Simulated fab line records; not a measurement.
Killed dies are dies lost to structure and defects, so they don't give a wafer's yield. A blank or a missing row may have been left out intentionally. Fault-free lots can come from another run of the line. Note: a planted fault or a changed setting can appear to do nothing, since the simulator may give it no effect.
Which tool is to blame?	flow gf180mcu	Sampling: 13 lots, 39 wafers, 5 of 602 route steps

## WHAT THE GAUGES SHOWED, per wafer
GF_HV_LDD_CD_MEAS_31: target cd 400 nm. Usual: cd nm 399.4 nm, standard deviation 1.9.
lot	measured	on	cd nm (nm)	flag
L362	day 11 09:23	cd sem-02	400.5 397.9 398.9	
L365	day 12 12:59	cd sem-02	395.1 397.5 397.8	
L366	day 12 19:35	cd sem-02	401.6 398.7 400.7	
L368	day 13 14:04	cd sem-01	401.9 400.9 398.7	
L369	day 13 22:44	cd sem-02	400.5 402.3 402.2	
L370	day 14 01:41	cd sem-02	398.7 400.4 399.9	
L372	day 14 19:58	cd sem-01	398.4 400.3 399.5	
L373	day 15 02:47	cd sem-02	398.2 399.8 400.1	
L374	day 15 10:56	cd sem-02	399.0 402.2 401.9	
L375	day 15 16:41	cd sem-02	402.2 401.1 400.0	
L382	day 18 03:38	cd sem-02	399.3 400.4 397.8	
L383	day 18 11:38	cd sem-02	398.1 396.7 397.4	
L385	day 18 21:47	cd sem-02	400.2 402.7 402.4	

GF_HV_LDD_OVL_MEAS_32. Usual: HV_LDD_02_OVL gives 0.0 nm (standard deviation 1.4).
lot	measured	on	HV_LDD_02_OVL (nm)	flag
L362	day 11 09:31	overlay-02	2.7 2.8 0.7	
L365	day 12 13:07	overlay-02	0.9 1.9 1.9	
L366	day 12 19:43	overlay-01	-1.1 -2.7 -0.1	
L368	day 13 14:10	overlay-02	1.3 2.1 3.5	
L369	day 13 22:50	overlay-01	-0.1 -0.3 -1.6	
L370	day 14 01:49	overlay-02	-1.8 0.4 -0.8	
L372	day 14 20:04	overlay-01	-0.6 0.2 -1.2	
L373	day 15 02:54	overlay-02	-2.3 -2.0 -0.3	
L374	day 15 11:04	overlay-01	1.1 0.8 0.1	
L375	day 15 16:46	overlay-01	-2.0 0.1 0.2	
L382	day 18 03:46	overlay-02	0.8 1.6 1.1	
L383	day 18 11:46	overlay-02	-1.3 1.6 0.5	
L385	day 18 21:55	overlay-02	-0.1 -0.1 -0.2	

GF_HV_LDD_TW_MEAS_50. Usual: HV_LDD_4_TW gives 568 (standard deviation 3.3).
lot	measured	on	HV_LDD_4_TW	flag
L362	day 12 05:08	film metro-03	563 563 563	
L365	day 13 09:38	film metro-04	569 565 569	
L366	day 13 16:02	film metro-01	573 573 569	
L368	day 14 12:25	film metro-01	569 567 567	
L369	day 14 20:46	film metro-01	571 573 572	
L370	day 15 00:20	film metro-03	566 565 567	
L372	day 15 17:55	film metro-03	566 570 570	
L373	day 16 01:57	film metro-01	566 568 568	
L374	day 16 10:03	film metro-03	564 562 561	
L375	day 16 16:07	film metro-03	566 566 564	
L382	day 19 05:09	film metro-01	570 570 572	
L383	day 19 13:08	film metro-01	571 571 571	
L385	day 19 23:14	film metro-03	565 562 566	

GF_HV_LDD_THK_MEAS_55. Usual: HV_LDD_CVD_54_THK gives 9.98 nm (standard deviation 0.13).
lot	measured	on	HV_LDD_CVD_54_THK (nm)	flag
L362	day 12 06:32	film metro-01	10.09 10.07 10.08	
L365	day 13 10:58	film metro-04	10.01 9.96 9.92	
L366	day 13 17:22	film metro-01	10.01 9.94 9.95	
L368	day 14 13:44	film metro-04	10.02 10.02 9.83	
L369	day 14 22:05	film metro-01	9.82 9.77 9.78	
L370	day 15 02:31	film metro-04	10.00 10.03 10.06	
L372	day 15 19:14	film metro-01	10.10 10.13 10.29	
L373	day 16 03:20	film metro-01	10.31 10.41 10.13	
L374	day 16 11:22	film metro-04	10.11 10.22 10.26	
L375	day 16 17:26	film metro-03	10.11 9.99 9.96	
L382	day 19 06:28	film metro-01	14.26 14.22 14.18	OFF
L383	day 19 14:58	film metro-01	9.84 9.89 9.84	
L385	day 20 00:34	film metro-03	14.11 14.15 14.13	OFF

## TOOL THAT RAN EACH LOT (tool first, then ch and the chambers of the sampled wafers, then the start)
lot	GF_HV_LDD_CVD_54
L362	lpcvd-02 ch 0, day 12 05:31
L365	lpcvd-02 ch 1, day 13 09:56
L366	lpcvd-01 ch 1, day 13 16:20
L368	lpcvd-02 ch 1, day 14 12:42
L369	lpcvd-02 ch 1, day 14 21:02
L370	lpcvd-02 ch 1, day 15 01:29
L372	lpcvd-02 ch 0, day 15 18:11
L373	lpcvd-02 ch 1, day 16 02:19
L374	lpcvd-02 ch 0, day 16 10:21
L375	lpcvd-02 ch 1, day 16 16:23
L382	lpcvd-02 ch 0, day 19 05:26
L383	lpcvd-01 ch 0, day 19 13:26
L385	lpcvd-02 ch 1, day 19 23:32
- GF_HV_LDD_CVD_54: deposits SiO2 from TEOS, target thk 10 nm, time 75 s.

## AS READ BY THE TOOLS THEMSELVES (means over the sampled wafers that have a number; for cases with no such wafer, the mark the record gives instead)
GF_HV_LDD_CVD_54. Usual: value, then standard deviation, for each; spike tc bottom C 698.9 C / 2.6; spike tc centre C 680.2 C / 1.2; spike tc lower C 681.4 C / 1.6; spike tc top C 695.4 C / 1.3; spike tc upper C 680.6 C / 1.2; susceptor temp C 680.00 C / 0.29; zone power centre pct 9.6 % / 1.6.
lot	tool	spike tc bottom C (C)	spike tc centre C (C)	spike tc lower C (C)	spike tc top C (C)	spike tc upper C (C)	susceptor temp C (C)	zone power centre pct (%)	flag
L362	lpcvd-02	701.1	679.6	681.1	695.5	680.8	679.95	9.8	
L365	lpcvd-02	696.9	679.6	682.9	696.1	681.0	679.89	8.2	
L366	lpcvd-01	698.4	680.5	682.1	693.7	681.7	679.99	10.1	
L368	lpcvd-02	696.6	679.2	682.8	695.2	681.2	680.15	8.3	
L369	lpcvd-02	697.0	679.3	683.3	695.5	681.5	680.04	8.2	
L370	lpcvd-02	697.2	680.2	682.5	695.1	681.1	680.03	8.2	
L372	lpcvd-02	701.4	680.0	681.1	694.8	681.5	680.30	9.9	
L373	lpcvd-02	696.8	680.4	682.9	695.5	682.0	679.81	8.3	
L374	lpcvd-02	701.5	680.4	681.3	694.5	681.2	680.20	9.8	
L375	lpcvd-02	697.5	678.9	682.6	695.4	679.7	680.59	8.1	
L382	lpcvd-02	716.2	695.8	694.5	708.5	695.4	679.76	10.3	OFF
L383	lpcvd-01	701.6	681.7	678.7	696.2	678.6	679.77	12.7	
L385	lpcvd-02	710.9	695.4	696.9	709.7	695.6	679.90	8.5	OFF

## THE ANSWER, worked out from the rows above alone
Rule: lot off if the mean of its wafers having a number is beyond 3 standard deviations from the usual mean. A lot without any number at a reading at which 4 lots or more have one is off too. Where the step has rows for the other lots, those lots are counted as sound. The gauges are gone through in route order, then the tools' own readings, and for those a lot's mean is taken as printed above. The first step at which some lot is off is used, and at that step the reading that is off furthest; a lot without a number counts as furthest.
Off: L382, L385, seen at GF_HV_LDD_THK_MEAS_55 (HV_LDD_CVD_54_THK).
A tool fits if, at a process step before that reading, it ran every lot that is off, and no sound lot after the first of them. Not tried: the gauges at GF_HV_LDD_THK_MEAS_55; whatever is off there is also off at GF_HV_LDD_CVD_54, on other tools, and gauge error can't account for it. One candidate fits, namely lpcvd-02 at GF_HV_LDD_CVD_54. Its last sound lot is L375 (day 16 16:23), its first lot that is off L382 (day 19 05:26): a fault that began between those two fits.
The tool's own readings at GF_HV_LDD_CVD_54 bear it out: on the lots that are off they differ by more than 5 times the standard deviation of the sound lots' means. spike tc bottom C reads 713.5 C there against 698.7 C on the sound lots; spike tc centre C reads 695.6 C there against 680.0 C on the sound lots; spike tc lower C reads 695.7 C there against 681.9 C on the sound lots; spike tc top C reads 709.1 C there against 695.2 C on the sound lots; spike tc upper C reads 695.5 C there against 680.9 C on the sound lots.

## WHAT WAS PUT IN BY THE SIMULATOR
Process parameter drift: lpcvd-02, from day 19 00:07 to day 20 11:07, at GF_HV_LDD_CVD_54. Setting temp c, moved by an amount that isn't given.
Shown lots that were struck: L382, L385. Same finding as the rule above.
